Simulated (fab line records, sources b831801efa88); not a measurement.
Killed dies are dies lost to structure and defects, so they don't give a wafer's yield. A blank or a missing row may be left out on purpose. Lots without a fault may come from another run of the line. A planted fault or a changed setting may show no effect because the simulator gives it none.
fab line records | flow gf180mcu
record lots=14 wafers=42 last_day=34
route steps=602 shown V4@478 M5@530
lots that met no fault: from a run of the same line without faults
start_h: hours from the record's first day to the start of the lot's first wafer shown | wait_h: hours since the lot's step before | " the same as in the row above | L1.1+2: a row that stands for several wafers | - no value, or no start given | * or withheld: withheld | < > ~ a bound
route shown NAME@n: a module of which the file shows steps, and the number in the route of the first | usual: mean/standard deviation of fault-free wafers | same: alike in all rows | chamber/n: place in a boat | sites: the reading at each site | _std_site: their standard deviation | _edge_site: outer sites' mean less inner sites' | radius_mm: how far each site lies from the wafer's centre | mask NAME#n: copy n | behind: the tool/chamber that last shaped the wafer | hold: why the lot was held/for how many hours/how that ended | device: the transistor (n, p or np) that didn't switch | end of line: the same wafers' tests at the end of the route | a step without rows: its recipe alone | killed: dies lost to structure and defects at the first sort, not the wafer's yield | map: a wafer's dies, x killed, . not, _ none there
set.NAME: the setting as run; set.NAME@STEP: as run at that earlier step | model.NAME: the simulator's own value behind a step, which no gauge read
steps of the route over a sample of lots; a table a step, a row a wafer
services: from which hour (start_h, from the record's first day; less than 0 if before it) a tool's chamber was out of use, for how many hours, and why
## steps
# step GF_V4_CVD_02
# recipe material=SiO2 target_thk_nm=850 precursor=TEOS temp_c=400 time_s=94.851 rf_w=600
# usual heater_power_w=666/79
# columns lot.wafer tool chamber start_h wait_h heater_power_w
L158.4 pecvd-03 1 541.57 0.1 652
L158.5 " 0 " " 712
L158.6 " 2 " " 478
L160.1 pecvd-02 2 561.99 0.1 725
L160.2 " 0 " " 617
L160.4 " 0 " " 660
L162.2 pecvd-02 0 582.95 0.0 635
L162.4 " 1 " " 783
L162.6 " 0 " " 673
L163.1 pecvd-02 1 592.60 0.1 778
L163.2 " 2 " " 708
L163.5 " 2 " " 729
L169.1 pecvd-03 0 634.11 0.1 699
L169.2 " 2 " " 598
L169.4 " 0 " " 554
L171.1 pecvd-01 2 652.02 0.1 771
L171.3 " 0 " " 718
L171.5 " 0 " " 576
L172.3 pecvd-03 0 654.45 0.0 658
L172.5 " 2 " " 533
L172.6 " 1 " " 707
L174.1 pecvd-01 2 677.53 0.1 709
L174.3 " 0 " " 718
L174.5 " 0 " " 598
L176.4 pecvd-03 2 690.10 0.1 467
L176.5 " 0 " " 661
L176.6 " 1 " " 645
L175.3 pecvd-03 0 691.33 0.0 717
L175.4 " 2 " " 479
L175.5 " 0 " " 561
L177.1 pecvd-02 0 691.84 0.1 697
L177.4 " 0 " " 535
L177.6 " 1 " " 770
L178.1 pecvd-03 1 700.08 0.1 720
L178.2 " 2 " " 499
L178.6 " 2 " " 560
L179.2 pecvd-03 0 712.12 0.0 670
L179.3 " 1 " " 768
L179.4 " 0 " " 717
L180.3 pecvd-01 0 713.25 0.0 644
L180.4 " 2 " " 621
L180.5 " 0 " " 687
# step GF_V4_ETCH_17
# recipe chemistry=C4F8/O2/Ar mask_material=KrF target=SiO2 stop_on=TiN source_w=1500 bias_w=1200 pressure_mtorr=40 c4f8_flow_sccm=withheld O2_flow_sccm=6 Ar_flow_sccm=300 time_s=withheld target_depth_a=6300
# usual oes_product_au=0.856/0.0053
# columns lot.wafer tool chamber start_h wait_h oes_product_au
L158.4 rie_diel-01 0 - - 0.857
L158.5 " 0 " " 0.853
L158.6 " 1 " " 0.845
L160.1 rie_diel-02 2 - - 0.847
L160.2 " 1 " " 0.861
L160.4 " 3 " " 0.856
L162.2 rie_diel-01 0 - - 0.850
L162.4 " 3 " " 0.865
L162.6 " 2 " " 0.850
L163.1 rie_diel-01 1 - - 0.851
L163.2 " 3 " " 0.848
L163.5 " 3 " " 0.862
L169.1 rie_diel-01 3 - - 0.863
L169.2 " 1 " " 0.862
L169.4 " 2 " " 0.860
L171.1 rie_diel-01 1 - - 0.858
L171.3 " 2 " " 0.852
L171.5 " 1 " " 0.870
L172.3 rie_diel-04 0 - - 0.858
L172.5 " 2 " " 0.856
L172.6 " 3 " " 0.853
L174.1 rie_diel-04 0 - - 0.852
L174.3 " 1 " " 0.848
L174.5 " 2 " " 0.857
L176.4 rie_diel-01 2 - - 0.844
L176.5 " 2 " " 0.858
L176.6 " 3 " " 0.855
L175.3 rie_diel-01 3 - - 0.860
L175.4 " 1 " " 0.852
L175.5 " 2 " " 0.855
L177.1 rie_diel-01 2 - - 0.858
L177.4 " 0 " " 0.845
L177.6 " 2 " " 0.862
L178.1 rie_diel-01 0 - - 0.855
L178.2 " 2 " " 0.854
L178.6 " 0 " " 0.861
L179.2 rie_diel-04 0 - - 0.852
L179.3 " 3 " " 0.870
L179.4 " 0 " " 0.858
L180.3 rie_diel-01 3 - - 0.846
L180.4 " 0 " " 0.855
L180.5 " 3 " " 0.853
# step GF_V4_RS_MEAS_24
# recipe thk_meas_gauge=four-point-probe reads=W_of_V4_CVD_23+TiN_of_V4_SPUTTER_22+Ti_of_V4_SPUTTER_21
# usual V4_W_RS=0.328/0.0034
# columns lot.wafer tool chamber start_h wait_h V4_W_RS[ohm/sq]
L158.4 film_metro-01 - 565.30 0.1 0.318
L158.5 " - " " 0.320
L158.6 " - " " 0.324
L160.1 film_metro-04 - 585.19 0.1 0.328
L160.2 " - " " 0.329
L160.4 " - " " 0.331
L162.2 film_metro-04 - 605.90 0.2 0.334
L162.4 " - " " 0.331
L162.6 " - " " 0.332
L163.1 film_metro-04 - 615.14 0.1 0.325
L163.2 " - " " 0.327
L163.5 " - " " 0.330
L169.1 film_metro-04 - 656.39 0.1 0.326
L169.2 " - " " 0.324
L169.4 " - " " 0.325
L171.1 film_metro-03 - 672.99 0.1 0.328
L171.3 " - " " 0.325
L171.5 " - " " 0.328
L172.3 film_metro-01 - 675.58 0.1 0.326
L172.5 " - " " 0.325
L172.6 " - " " 0.329
L174.1 film_metro-03 - 698.38 0.1 0.326
L174.3 " - " " 0.329
L174.5 " - " " 0.331
L176.4 film_metro-03 - 709.61 0.1 0.327
L176.5 " - " " 0.327
L176.6 " - " " 0.332
L175.3 film_metro-04 - 711.26 0.1 0.332
L175.4 " - " " 0.327
L175.5 " - " " 0.326
L177.1 film_metro-01 - 712.18 0.1 0.323
L177.4 " - " " 0.325
L177.6 " - " " 0.329
L178.1 film_metro-03 - 719.47 0.1 0.332
L178.2 " - " " 0.325
L178.6 " - " " 0.326
L179.2 film_metro-03 - 731.81 0.1 0.329
L179.3 " - " " 0.324
L179.4 " - " " 0.322
L180.3 film_metro-01 - 733.10 0.1 0.329
L180.4 " - " " 0.325
L180.5 " - " " 0.325
# step GF_M5_EXPOSE_04
# recipe mask_id=Metal5 target_cd_nm=280 na=0.68 source_shape=conventional sigma_outer=0.6 dose_mj=28
# usual reticle_temp_C=23.00/0.12
# same sigma_outer=0.6
# columns lot.wafer tool chamber start_h wait_h mask reticle_temp_C
L158.4 krf_scanner-02 0 598.64 - Metal5#0 23.10
L158.5 " 0 " " Metal5#0 23.02
L158.6 " 0 " " Metal5#0 23.11
L160.1 krf_scanner-02 0 617.88 - Metal5#0 23.22
L160.2 " 0 " " Metal5#0 23.04
L160.4 " 0 " " Metal5#0 23.15
L162.2 krf_scanner-01 0 637.57 - Metal5#0 23.13
L162.4 " 0 " " Metal5#0 23.07
L162.6 " 0 " " Metal5#0 23.05
L163.1 krf_scanner-01 0 645.87 - Metal5#0 22.92
L163.2 " 0 " " Metal5#0 22.99
L163.5 " 0 " " Metal5#0 23.04
L169.1 krf_scanner-02 0 686.88 - Metal5#0 22.95
L169.2 " 0 " " Metal5#0 22.77
L169.4 " 0 " " Metal5#0 23.02
L171.1 krf_scanner-02 0 701.64 - Metal5#0 22.96
L171.3 " 0 " " Metal5#0 22.98
L171.5 " 0 " " Metal5#0 22.99
L172.3 krf_scanner-02 0 704.71 - Metal5#0 23.03
L172.5 " 0 " " Metal5#0 23.10
L172.6 " 0 " " Metal5#0 22.93
L174.1 krf_scanner-01 0 726.77 - Metal5#0 22.99
L174.3 " 0 " " Metal5#0 22.85
L174.5 " 0 " " Metal5#0 22.77
L176.4 krf_scanner-02 0 736.94 - Metal5#0 23.00
L176.5 " 0 " " Metal5#0 22.90
L176.6 " 0 " " Metal5#0 23.05
L175.3 krf_scanner-01 0 737.97 - Metal5#0 23.00
L175.4 " 0 " " Metal5#0 23.18
L175.5 " 0 " " Metal5#0 23.09
L177.1 krf_scanner-02 0 739.73 - Metal5#0 22.95
L177.4 " 0 " " Metal5#0 23.09
L177.6 " 0 " " Metal5#0 23.16
L178.1 krf_scanner-01 0 747.19 - Metal5#0 22.97
L178.2 " 0 " " Metal5#0 23.24
L178.6 " 0 " " Metal5#0 23.07
L179.2 krf_scanner-01 0 757.97 - Metal5#0 23.09
L179.3 " 0 " " Metal5#0 22.90
L179.4 " 0 " " Metal5#0 22.96
L180.3 krf_scanner-02 0 759.47 - Metal5#0 23.05
L180.4 " 0 " " Metal5#0 22.94
L180.5 " 0 " " Metal5#0 22.93
# step GF_M5_CD_MEAS_07
# recipe target_cd_nm=280
# usual cd_nm=279.6/1.2
# columns lot.wafer tool chamber start_h wait_h cd_nm
L158.4 cd_sem-01 - 608.31 0.1 280.3
L158.5 " - " " 279.5
L158.6 " - " " 279.8
L160.1 cd_sem-02 - 628.56 0.1 282.3
L160.2 " - " " 280.9
L160.4 " - " " 282.1
L162.2 cd_sem-02 - 647.77 0.1 222.4
L162.4 " - " " 222.7
L162.6 " - " " 236.9
L163.1 cd_sem-02 - 654.76 0.1 240.2
L163.2 " - " " 251.9
L163.5 " - " " 268.1
L169.1 cd_sem-01 - 695.45 0.1 279.4
L169.2 " - " " 279.9
L169.4 " - " " 280.4
L171.1 cd_sem-02 - 711.02 0.1 279.1
L171.3 " - " " 279.3
L171.5 " - " " 277.9
L172.3 cd_sem-02 - 713.79 0.1 279.5
L172.5 " - " " 278.8
L172.6 " - " " 278.9
L174.1 cd_sem-01 - 734.55 0.1 280.5
L174.3 " - " " 280.8
L174.5 " - " " 279.8
L176.4 cd_sem-01 - 745.06 0.1 277.4
L176.5 " - " " 278.6
L176.6 " - " " 278.4
L175.3 cd_sem-01 - 746.44 0.1 277.7
L175.4 " - " " 278.4
L175.5 " - " " 279.1
L177.1 cd_sem-01 - 748.60 0.1 282.2
L177.4 " - " " 280.9
L177.6 " - " " 280.7
L178.1 cd_sem-01 - 755.00 0.1 280.9
L178.2 " - " " 280.4
L178.6 " - " " 279.6
L179.2 cd_sem-02 - 766.04 0.1 281.0
L179.3 " - " " 280.3
L179.4 " - " " 280.5
L180.3 cd_sem-01 - 767.76 0.1 279.8
L180.4 " - " " 278.5
L180.5 " - " " 279.2
## services
# columns tool chamber start_h hours kind
krf_scanner-01 - 517.98 1.3 pm
rie_diel-01 0 523.78 6.3 repair
rie_diel-01 0 534.45 6.8 repair
krf_scanner-01 - 548.98 0.8 pm
krf_scanner-01 - 560.04 0.7 repair
krf_scanner-01 - 578.58 2.3 repair
rie_diel-01 - 583.99 2.8 pm
krf_scanner-01 - 591.75 1.3 repair
krf_scanner-01 - 593.04 1.0 pm
krf_scanner-01 - 596.91 3.6 pm
krf_scanner-02 - 604.45 1.3 pm
krf_scanner-01 - 614.11 0.3 repair
krf_scanner-02 - 619.65 1.0 pm
rie_diel-01 2 638.62 6.2 repair
krf_scanner-02 - 640.91 3.6 pm
krf_scanner-01 - 663.66 9.0 repair
krf_scanner-02 - 672.67 0.8 pm
krf_scanner-02 - 677.65 0.7 repair
pecvd-03 - 683.98 2.8 pm
krf_scanner-01 - 693.88 1.3 pm
rie_diel-01 - 715.04 0.6 repair
krf_scanner-02 - 734.66 0.7 repair
krf_scanner-02 - 735.06 0.4 repair
rie_diel-01 0 757.74 7.2 repair
## key
first_sign step=GF_M5_CD_MEAS_07 reading=cd_nm direction=down sigmas=33 usual=279.6 struck=240.4
effect none on later readings
met_at GF_M5_EXPOSE_04
struck_lots L162,L163
later_rows_left_out L162.2,L162.4
sort_left_out L162.2,L162.4,L162.6,L163.1,L163.2,L163.5
not_acting_at GF_V4_CVD_02,GF_V4_ETCH_17,GF_V4_RS_MEAS_24
fault kind=process_parameter_drift tool=krf_scanner-01 chamber=- onset_h=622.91 steps=GF_M5_EXPOSE_04 channel=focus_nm offset=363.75 spread_by_wafer=0.3 shape=step end_h=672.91
# sort_left_out: the simulated sort isn't trusted on such a fault, so these wafers' sort isn't shown, and their yield isn't known
# later_rows_left_out: the simulator's readings of these wafers behind a module that went badly wrong aren't trusted and aren't shown, but for the sort
